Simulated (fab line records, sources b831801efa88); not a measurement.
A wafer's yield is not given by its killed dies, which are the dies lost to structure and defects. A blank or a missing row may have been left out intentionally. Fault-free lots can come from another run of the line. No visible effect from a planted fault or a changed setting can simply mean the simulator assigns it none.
What tool caused it? || flow gf180mcu || 18 wafers from 6 lots sampled at 2 of the route's 602 steps

## WHAT THE GAUGES SHOWED, per wafer
GF_V4_THK_MEAS_03.
{"lot": "L563", "measured": "day 24 20:19", "on": "filmMetro-03", "V4_CVD_02_THK (nm)": "861 865 863"}
{"lot": "L565", "measured": "day 25 14:27", "on": "filmMetro-03", "V4_CVD_02_THK (nm)": "839 833 852"}
{"lot": "L567", "measured": "day 26 07:48", "on": "filmMetro-03", "V4_CVD_02_THK (nm)": "851 858 866"}
{"lot": "L569", "measured": "day 26 20:19", "on": "filmMetro-04", "V4_CVD_02_THK (nm)": "859 832 858"}
{"lot": "L571", "measured": "day 27 14:41", "on": "filmMetro-02", "V4_CVD_02_THK (nm)": "839 858 874"}
{"lot": "L577", "measured": "day 29 05:17", "on": "filmMetro-03", "V4_CVD_02_THK (nm)": "850 855 862"}

## WHICH TOOL RAN EACH LOT (tool, then ch and the chambers of the sampled wafers, then the start)
{"lot": "L563", "GF_V4_CVD_02": "pecvd-04 ch 0,1, day 24 20:15"}
{"lot": "L565", "GF_V4_CVD_02": "pecvd-03 ch 0,1,2, day 25 14:23"}
{"lot": "L567", "GF_V4_CVD_02": "pecvd-04 ch 0,1, day 26 07:43"}
{"lot": "L569", "GF_V4_CVD_02": "pecvd-04 ch 0,1,2, day 26 20:15"}
{"lot": "L571", "GF_V4_CVD_02": "pecvd-04 ch 0,1, day 27 14:36"}
{"lot": "L577", "GF_V4_CVD_02": "pecvd-02 ch 1,2, day 29 05:13"}
- GF_V4_CVD_02: deposits SiO2 from TEOS, target thk 850 nm, time 94.851 s.

## THE ANSWER, worked out from the rows above alone
Rule: the usual values come from the lots themselves. Put in order of their means at a reading, lots are off if they are a third of the lots or fewer, leave a main group of 4 or more, and stand apart from it by a gap of 3 or more times the standard deviation of the main group's means; of several such gaps the widest counts. A main group is skipped when, at the precision printed for the reading in the tables above, its means are all equal. A lot without any number at a reading at which 4 lots or more have one is off too. Where the step has rows for the other lots, those lots are counted as sound.
Nothing can be told from this: no lot is off at any reading shown.

## WHAT THE SIMULATOR HAD PUT IN
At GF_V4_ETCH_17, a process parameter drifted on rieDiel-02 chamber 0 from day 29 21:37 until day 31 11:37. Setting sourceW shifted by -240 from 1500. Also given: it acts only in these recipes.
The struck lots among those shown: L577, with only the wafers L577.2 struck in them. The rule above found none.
